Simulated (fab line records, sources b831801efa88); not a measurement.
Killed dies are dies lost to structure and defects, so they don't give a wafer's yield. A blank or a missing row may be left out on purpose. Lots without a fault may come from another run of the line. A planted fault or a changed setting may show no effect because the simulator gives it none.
fab line records | flow sky130
record lots=5 wafers=15 last_day=49
route steps=708 shown VIA3@586 METAL4@598 PAD_OPEN@708
lots that met no fault: from a run of the same line without faults
start_h: hours from the record's first day to the start of the lot's first wafer shown | wait_h: hours since the lot's step before | " the same as in the row above | L1.1+2: a row that stands for several wafers | - no value, or no start given | * or withheld: withheld | < > ~ a bound
route shown NAME@n: a module of which the file shows steps, and the number in the route of the first | usual: mean/standard deviation of fault-free wafers | same: alike in all rows | chamber/n: place in a boat | sites: the reading at each site | _std_site: their standard deviation | _edge_site: outer sites' mean less inner sites' | radius_mm: how far each site lies from the wafer's centre | mask NAME#n: copy n | behind: the tool/chamber that last shaped the wafer | hold: why the lot was held/for how many hours/how that ended | device: the transistor (n, p or np) that didn't switch | end of line: the same wafers' tests at the end of the route | a step without rows: its recipe alone | killed: dies lost to structure and defects at the first sort, not the wafer's yield | map: a wafer's dies, x killed, . not, _ none there
set.NAME: the setting as run; set.NAME@STEP: as run at that earlier step | model.NAME: the simulator's own value behind a step, which no gauge read
lots at some steps of the route; a table a step, a row a wafer
services: from which hour (start_h, from the record's first day; less than 0 if before it) a tool's chamber was out of use, for how many hours, and why
## steps
# step SKY_VIA3_OVL_MEAS_13
# usual VIA3_OVL=-4/4.9
# columns lot.wafer tool chamber start_h wait_h VIA3_OVL[nm]
L937.1 overlay-02 - 970.29 0.1 -5
L937.2 " - " " -13
L937.3 " - " " -3
L940.3 overlay-01 - 975.45 0.1 -2
L940.4 " - " " -5
L940.5 " - " " 3
L944.1 overlay-02 - 1004.92 0.1 -5
L944.3 " - " " -7
L944.5 " - " " -3
L946.2 overlay-01 - 1018.06 0.1 -1
L946.3 " - " " 8
L946.4 " - " " -2
L954.3 overlay-01 - 1068.40 0.1 -9
L954.4 " - " " 2
L954.5 " - " " -9
# step SKY_VIA3_ETCH_14
# recipe chemistry=N2/H2 target=BARC ion_energy_ev=200 source_w=500 bias_w=100 pressure_mtorr=30 n2_flow_sccm=100 h2_flow_sccm=200 stop_on=SiO2 time_s=45.9 target_depth_a=600
# usual drypump_motor_current_A=5.9/0.3 oes_product_au=0.855/0.0053 throttle_valve_pct=13.225/0.0085
# columns lot.wafer tool chamber start_h wait_h drypump_motor_current_A oes_product_au rf_hours_counter_h throttle_valve_pct
L937.1 rie_diel-03 0 970.33 0.0 5.8 0.849 14 13.229
L937.2 " 3 " " 6.3 0.857 12 13.226
L937.3 " 2 " " 6.4 0.857 17 13.237
L940.3 rie_diel-02 3 975.47 0.0 5.6 0.850 26 13.230
L940.4 " 2 " " 6.2 0.861 - 13.229
L940.5 " 3 " " 5.6 0.855 - 13.224
L944.1 rie_diel-02 2 1004.96 0.0 6.1 0.871 24 13.221
L944.3 " 1 " " 5.9 0.858 16 13.233
L944.5 " 2 " " 6.1 0.853 - 13.231
L946.2 rie_diel-03 3 1018.09 0.0 6.3 0.848 13 13.226
L946.3 " 0 " " 5.8 0.864 16 13.226
L946.4 " 1 " " 5.8 0.852 8 13.234
L954.3 rie_diel-04 2 1068.42 0.0 5.7 0.853 21 13.209
L954.4 " 1 " " 5.8 0.851 - 13.229
L954.5 " 3 " " 5.1 0.850 - 13.236
# step SKY_VIA3_ETCH_15
# recipe target=SiO2 chemistry=C4F8/O2/Ar target_depth_nm=507 stop_on=TiN mask_material=KrF-thick source_w=1500 bias_w=1200 pressure_mtorr=40 c4f8_flow_sccm=withheld O2_flow_sccm=6 Ar_flow_sccm=300 time_s=78
# step SKY_VIA3_STRIP_16
# recipe chemistry=O2/N2 power_w=1400 pressure_mtorr=1500 platen_temp_c=withheld o2_flow_sccm=3000 n2_flow_sccm=300 overash_fraction=0.5
# usual drypump_motor_current_A=5.8/0.46 oes_product_au=0.403/0.0051 strip_time_to_endpoint_s=4.146/0.025
# columns lot.wafer tool chamber start_h wait_h drypump_motor_current_A oes_product_au rf_hours_counter_h strip_time_to_endpoint_s
L937.1 plasma_asher-01 1 970.43 0.0 5.4 0.401 80 4.193
L937.2 " 0 " " 5.6 0.407 80 4.178
L937.3 " 1 " " 5.4 0.396 - 4.176
L940.3 plasma_asher-02 0 975.61 0.1 5.2 0.407 - 4.177
L940.4 " 1 " " 6.5 0.411 - 4.205
L940.5 " 1 " " 6.5 0.405 - 4.185
L944.1 plasma_asher-02 1 1005.06 0.0 6.5 0.408 26 4.133
L944.3 " 0 " " 5.2 0.403 - 4.134
L944.5 " 0 " " 5.2 0.405 - 4.155
L946.2 plasma_asher-03 1 1018.19 0.0 5.9 0.413 116 4.145
L946.3 " 1 " " 5.9 0.406 - 4.139
L946.4 " 0 " " 6.0 0.408 - 4.123
L954.3 plasma_asher-02 0 1068.56 0.1 5.2 0.408 - 4.155
L954.4 " 1 " " 6.5 0.408 - 4.127
L954.5 " 1 " " 6.5 0.402 - 4.117
# step SKY_VIA3_STRIP_17
# recipe chemistry=post_etch_residue_remover time_s=1200 temp_c=72.5
# step SKY_VIA3_CLEAN_18
# recipe chemistry=IPA time_s=180 temp_c=25
# step SKY_VIA3_CLEAN_19
# recipe chemistry=O3/DIW dry=n2_spin
# step SKY_VIA3_SPUTTER_20
# recipe material=TiN target_thk_nm=20 chamber_pressure_pa=5 power_w=4000 time_s=80
# usual cathode_dc_power_W=3999.9/0.71 chamber_pressure_pa=4.998/0.01 throttle_valve_pct=30.3/0.79
# columns lot.wafer tool chamber start_h wait_h cathode_dc_power_W chamber_pressure_pa throttle_valve_pct
L937.1 pvd_sputter-02 - 971.02 0.0 4001.2 5.000 30.2
L937.2 " - " " 3998.4 5.005 31.0
L937.3 " - " " 3999.6 4.986 29.5
L940.3 pvd_sputter-02 - 976.17 0.0 3998.9 5.013 29.4
L940.4 " - " " 4000.1 5.014 29.9
L940.5 " - " " 4000.5 5.001 30.1
L944.1 pvd_sputter-01 - 1005.65 0.0 4000.1 5.016 30.2
L944.3 " - " " 4001.1 5.003 30.6
L944.5 " - " " 3999.4 5.000 30.0
L946.2 pvd_sputter-02 - 1018.82 0.0 3998.8 5.009 30.3
L946.3 " - " " 4000.1 5.011 30.8
L946.4 " - " " 3999.8 4.999 29.7
L954.3 pvd_sputter-02 - 1069.13 0.0 3999.9 5.005 29.6
L954.4 " - " " 4000.2 4.990 29.6
L954.5 " - " " 3999.7 4.983 29.5
# step SKY_VIA3_CVD_21
# recipe material=W target_thk_nm=390 time_s=117.31 temp_c=400 pressure_torr=40
# usual heater_power_w=784/56
# columns lot.wafer tool chamber start_h wait_h heater_power_w
L937.1 cvd_w-02 1 971.08 0.0 818
L937.2 " 0 " " 776
L937.3 " 0 " " 765
L940.3 cvd_w-02 1 976.27 0.1 834
L940.4 " 0 " " 773
L940.5 " 1 " " 818
L944.1 cvd_w-02 0 1005.71 0.0 775
L944.3 " 1 " " 844
L944.5 " 0 " " 757
L946.2 cvd_w-02 0 1018.88 0.0 754
L946.3 " 1 " " 806
L946.4 " 0 " " 784
L954.3 cvd_w-02 0 1069.23 0.1 780
L954.4 " 1 " " 824
L954.5 " 1 " " 841
# step SKY_VIA3_RS_MEAS_22
# recipe thk_meas_gauge=four-point-probe reads=W_of_VIA3_CVD_21+TiN_of_VIA3_SPUTTER_20
# usual VIA3_W_RS=0.290/0.0036
# columns lot.wafer tool chamber start_h wait_h VIA3_W_RS[ohm/sq]
L937.1 film_metro-01 - 971.21 0.1 0.292
L937.2 " - " " 0.298
L937.3 " - " " 0.295
L940.3 film_metro-02 - 976.40 0.1 0.292
L940.4 " - " " 0.289
L940.5 " - " " 0.292
L944.1 film_metro-02 - 1005.84 0.1 0.293
L944.3 " - " " 0.290
L944.5 " - " " 0.293
L946.2 film_metro-01 - 1019.02 0.1 0.292
L946.3 " - " " 0.291
L946.4 " - " " 0.290
L954.3 film_metro-02 - 1069.35 0.1 0.294
L954.4 " - " " 0.291
L954.5 " - " " 0.291
# step SKY_VIA3_THK_MEAS_23
# recipe thk_meas_gauge=xrf reads=W_of_VIA3_CVD_21
# usual VIA3_W_THK=397/7.2
# columns lot.wafer tool chamber start_h wait_h VIA3_W_THK[nm]
L937.1 film_metro-01 - 971.33 0.1 394
L937.2 " - " " 387
L937.3 " - " " 387
L940.3 film_metro-02 - 976.50 0.1 394
L940.4 " - " " 397
L940.5 " - " " 393
L944.1 film_metro-02 - 1005.96 0.1 387
L944.3 " - " " 391
L944.5 " - " " 386
L946.2 film_metro-01 - 1019.13 0.1 398
L946.3 " - " " 400
L946.4 " - " " 402
L954.3 film_metro-02 - 1069.45 0.1 389
L954.4 " - " " 396
L954.5 " - " " 395
# step SKY_VIA3_CMP_24
# recipe stop_on=SiO2 t_overpolish_s=20 down_force_psi=3.5 platen_rpm=60 target_thk_nm=0 pad_velocity_m_s=0.94248
# usual head_pressure_psi=3.501/0.0084 motor_current_A=11.4/1.2 overpolish_run_s=19.999/0.0088 time_to_endpoint_s=96/3.3
# columns lot.wafer tool chamber start_h wait_h head_pressure_psi motor_current_A overpolish_run_s time_to_endpoint_s
L937.1 cmp-01 3 971.39 0.1 3.503 10.1 20.011 97
L937.3 " 0 " " 3.507 13.6 19.995 95
L937.2 " 2 " " 3.493 10.2 19.995 95
L940.3 cmp-01 3 976.64 0.1 3.505 9.9 19.993 91
L940.4 " 0 " " 3.496 13.6 19.978 96
L940.5 " 2 " " 3.492 10.3 20.000 91
L944.3 cmp-01 1 1006.02 0.0 3.499 12.2 19.999 94
L944.1 " 3 " " 3.500 9.7 19.975 97
L944.5 " 1 " " 3.498 12.2 20.011 96
L946.2 cmp-01 0 1019.18 0.0 3.502 12.8 20.003 95
L946.3 " 1 " " 3.501 12.3 20.007 94
L946.4 " 2 " " 3.495 9.8 20.001 93
L954.3 cmp-01 2 1069.59 0.1 3.513 9.9 20.004 88
L954.4 " 3 " " 3.502 10.0 19.988 93
L954.5 " 0 " " 3.506 13.0 19.996 92
# step SKY_METAL4_SPUTTER_00
# recipe material=Ti target_thk_nm=15 power_w=3000 time_s=10 chamber_pressure_pa=0.4
# usual cathode_dc_power_W=3000.0/0.5 chamber_pressure_pa=0.4001/0.00083 throttle_valve_pct=30.2/1.2
# columns lot.wafer tool chamber start_h wait_h cathode_dc_power_W chamber_pressure_pa throttle_valve_pct
L937.1 pvd_sputter-02 - 971.69 0.2 3000.2 0.4004 29.4
L937.2 " - " " 2999.9 0.4005 29.9
L937.3 " - " " 2999.4 0.3995 31.1
L940.3 pvd_sputter-03 - 976.84 0.1 2999.1 0.4011 29.7
L940.4 " - " " 2999.8 0.3999 30.1
L940.5 " - " " 3000.3 0.4000 31.7
L944.1 pvd_sputter-03 - 1006.32 0.1 3000.2 0.3988 31.2
L944.3 " - " " 2999.8 0.3995 30.1
L944.5 " - " " 2999.9 0.3719 32.7
L946.2 pvd_sputter-04 - 1019.48 0.2 3001.3 0.3997 29.8
L946.3 " - " " 2999.6 0.3989 31.2
L946.4 " - " " 2999.7 0.4007 30.7
L954.3 pvd_sputter-04 - 1069.79 0.1 2999.7 0.4002 30.4
L954.4 " - " " 3000.4 0.3999 27.2
L954.5 " - " " 3001.1 0.3996 27.7
# step SKY_METAL4_SPUTTER_01
# recipe material=TiN target_thk_nm=20 power_w=6500 time_s=16.7 chamber_pressure_pa=0.4
# step SKY_PAD_OPEN_PROBE_99
# usual defect_limited_yield=82.5/1.9 killed_at_M0_to_M3=44/6.6 killed_at_M4_up=3.0/2 killed_at_contacts=24/5.1 killed_at_front_end=15/4.1 killed_at_other=0.4/0.62 killed_dies=86/9.3 killed_open=46/6.8 killed_short=40/5.8 sort_bin_3_pad_short=0.8/0.4 sort_bin_5_function=10.3/1.4 sort_bin_6_memory=6.4/1 sort_n_pass=406/9.3 sort_yield_pct=82.5/1.9
# same gross_dies=492 killed_at_back_side=0 sort_bin_4_leakage[%]=0 sort_bin_8_speed[%]=0
# columns lot.wafer tool chamber start_h wait_h defect_limited_yield[%] killed_at_M0_to_M3 killed_at_M4_up killed_at_contacts killed_at_front_end killed_at_other killed_dies killed_open killed_short sort_bin_3_pad_short[%] sort_bin_5_function[%] sort_bin_6_memory[%] sort_n_pass sort_yield_pct[%]
L940.3 prober-01 - 1113.03 0.2 84.1 32 1 26 19 0 78 44 32 0.8 9.6 5.5 414 84.1
L940.4 prober-01 - 1113.08 0.2 81.9 39 0 31 19 0 89 45 44 1.0 10.8 6.3 403 81.9
L940.5 prober-01 - 1113.13 0.2 82.1 40 7 21 20 0 88 50 38 0.2 8.3 9.3 404 82.1
L944.1 prober-01 - 1140.07 0.1 78.9 49 6 26 22 1 104 53 51 0.8 11.4 8.9 388 78.9
L944.3 prober-01 - 1140.17 0.2 83.3 44 2 17 17 2 82 47 33 0.6 10.0 6.1 410 83.3
L944.5 prober-01 - 1140.27 0.2 80.3 53 4 26 14 0 97 49 48 0.6 11.4 7.7 395 80.3
L954.3 prober-01 - 1187.54 0.2 82.3 46 1 26 14 0 87 43 44 1.8 9.8 6.1 405 82.3
L954.4 prober-01 - 1187.59 0.2 84.8 48 1 15 9 2 75 47 28 0.8 8.9 5.5 417 84.8
L954.5 prober-01 - 1187.64 0.2 86.4 33 1 22 10 1 67 37 30 0.4 8.5 4.7 425 86.4
# killed by level:class
L940.3 CONTACT:geometric_particle:open=11 LI_CONTACT:geometric_particle:open=7 VIA2:geometric_particle:open=7 METAL2:geometric_particle:short=5 LOCAL_INTERCONNECT:geometric_particle:short=5 VIA3:geometric_particle:open=5 FIELD_ISO:geometric_particle:open=4 SPACER:geometric_particle:open=4
L940.4 CONTACT:geometric_particle:open=9 LI_CONTACT:geometric_particle:short=8 LI_CONTACT:geometric_particle:open=7 VIA2:geometric_particle:short=6 VIA1:geometric_particle:open=6 VIA3:geometric_particle:open=6 POLY_GATE:geometric_particle:short=4 POLY_GATE:geometric_particle:open=4
L940.5 LI_CONTACT:geometric_particle:open=7 VIA3:geometric_particle:open=7 CONTACT:geometric_particle:open=6 VIA1:geometric_particle:open=6 POLY_GATE:geometric_particle:short=5 LOCAL_INTERCONNECT:geometric_particle:short=5 POLY_GATE:geometric_particle:open=4 VIA1:geometric_particle:short=4
L944.1 VIA1:geometric_particle:open=14 POLY_GATE:geometric_particle:short=9 CONTACT:geometric_particle:open=8 LI_CONTACT:geometric_particle:open=8 VIA1:geometric_particle:short=7 METAL1:geometric_particle:short=6 VIA2:geometric_particle:open=6 LI_CONTACT:geometric_particle:short=5
L944.3 VIA1:geometric_particle:open=15 VIA3:geometric_particle:open=7 POLY_GATE:geometric_particle:short=6 CONTACT:geometric_particle:short=6 VIA1:geometric_particle:short=6 POLY_GATE:geometric_particle:open=5 LI_CONTACT:geometric_particle:open=5 VIA2:geometric_particle:open=5
L944.5 VIA1:geometric_particle:open=14 LI_CONTACT:geometric_particle:open=11 METAL1:geometric_particle:short=8 METAL2:geometric_particle:short=7 POLY_GATE:geometric_particle:short=6 VIA2:geometric_particle:open=5 CONTACT:geometric_particle:open=5 VIA1:geometric_particle:short=5
L954.3 VIA1:geometric_particle:open=14 CONTACT:geometric_particle:open=11 METAL2:geometric_particle:short=7 LOCAL_INTERCONNECT:geometric_particle:short=6 METAL1:geometric_particle:short=5 LI_CONTACT:geometric_particle:open=5 METAL3:geometric_particle:short=5 VIA3:geometric_particle:short=4
L954.4 VIA1:geometric_particle:open=15 VIA2:geometric_particle:open=11 LI_CONTACT:geometric_particle:open=6 METAL1:geometric_particle:short=5 VIA3:geometric_particle:open=4 FIELD_ISO:geometric_particle:short=3 CONTACT:geometric_particle:open=3 METAL2:geometric_particle:short=3
L954.5 VIA1:geometric_particle:open=9 CONTACT:geometric_particle:open=8 CONTACT:geometric_particle:short=6 VIA3:geometric_particle:open=6 VIA2:geometric_particle:open=5 METAL2:geometric_particle:short=5 FIELD_ISO:geometric_particle:short=3 LOCAL_INTERCONNECT:geometric_particle:short=3
## services
# columns tool chamber start_h hours kind
cvd_w-02 - 946.47 1.4 repair
rie_diel-04 1 952.67 2.9 repair
rie_diel-02 0 962.38 44.1 repair
rie_diel-04 3 964.81 17.0 repair
cmp-01 - 972.04 1.9 repair
rie_diel-02 - 977.39 15.6 pm
rie_diel-03 3 991.12 9.3 repair
cmp-01 - 1026.65 5.8 pm
plasma_asher-03 - 1055.34 9.0 pm
plasma_asher-03 0 1055.34 9.0 vent_cycle
plasma_asher-03 1 1055.34 9.0 vent_cycle
rie_diel-02 3 1057.90 - clean
rie_diel-02 3 1057.90 21.4 scheduled_down
rie_diel-02 3 1057.90 21.4 vent_cycle
rie_diel-04 0 1059.76 11.4 repair
plasma_asher-03 0 1064.34 - clean
plasma_asher-03 1 1064.34 - clean
rie_diel-03 3 1069.05 4.4 repair
## key
first_sign step=SKY_METAL4_SPUTTER_00 reading=chamber_pressure_pa direction=down sigmas=34 usual=0.4001 struck=0.3719
effect none on later readings
met_at SKY_METAL4_SPUTTER_00
struck_wafers L944.5
onset_between 976.84 1006.32
fault kind=process_parameter_drift tool=pvd_sputter-03 chamber=- onset_h=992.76 steps=SKY_METAL4_SPUTTER_00 channel=chamber_pressure_pa offset=-0.028723 shape=step end_h=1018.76 acts_in=these_recipes_only stated=0.4 scope=struck_wafers_only
